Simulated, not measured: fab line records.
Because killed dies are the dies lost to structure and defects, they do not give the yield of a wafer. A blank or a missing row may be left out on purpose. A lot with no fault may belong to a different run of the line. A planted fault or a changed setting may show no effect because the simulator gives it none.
What tool caused it?	flow sky130	route of 708 steps, sampled at 1 step: 6 lots, 18 wafers

## WHAT EACH GAUGE READ, for each wafer
SKY_VT_ADJUST_HVTR_OVL_MEAS_08.
lot	measured	on	VT_ADJUST_HVTR_OVL (nm)
L850	day 10 08:51	overlay-02	-2.1 0.1 -1.8
L852	day 10 22:22	overlay-02	-2.8 -2.6 -1.9
L855	day 11 22:37	overlay-02	-2.3 -1.0 -0.1
L857	day 12 15:19	overlay-01	-0.3 0.3 -1.2
L862	day 14 01:49	overlay-01	0.2 1.5 1.4
L869	day 16 05:21	overlay-01	0.0 3.3 1.8

## WHICH TOOL RAN EACH LOT (tool, then ch and the chambers of the sampled wafers, then the start)
There is no process step in the record ahead of these readings.

## THE ANSWER, worked out from the rows above alone
Rule: the lots themselves supply what counts as usual. Put in order of their means at a reading, lots are off if they are a third of the lots or fewer, leave a main group of 4 or more, and stand apart from it by a gap of 3 or more times the standard deviation of the main group's means; of several such gaps the widest counts. A main group is skipped when, at the precision printed for the reading in the tables above, its means are all equal. Also off: a lot with no number at a reading for which 4 or more lots have one. The other lots that the step has rows for count as sound.
None of the lots is off at any reading shown; this tells nothing.

## WHAT THE SIMULATOR HAD PUT IN
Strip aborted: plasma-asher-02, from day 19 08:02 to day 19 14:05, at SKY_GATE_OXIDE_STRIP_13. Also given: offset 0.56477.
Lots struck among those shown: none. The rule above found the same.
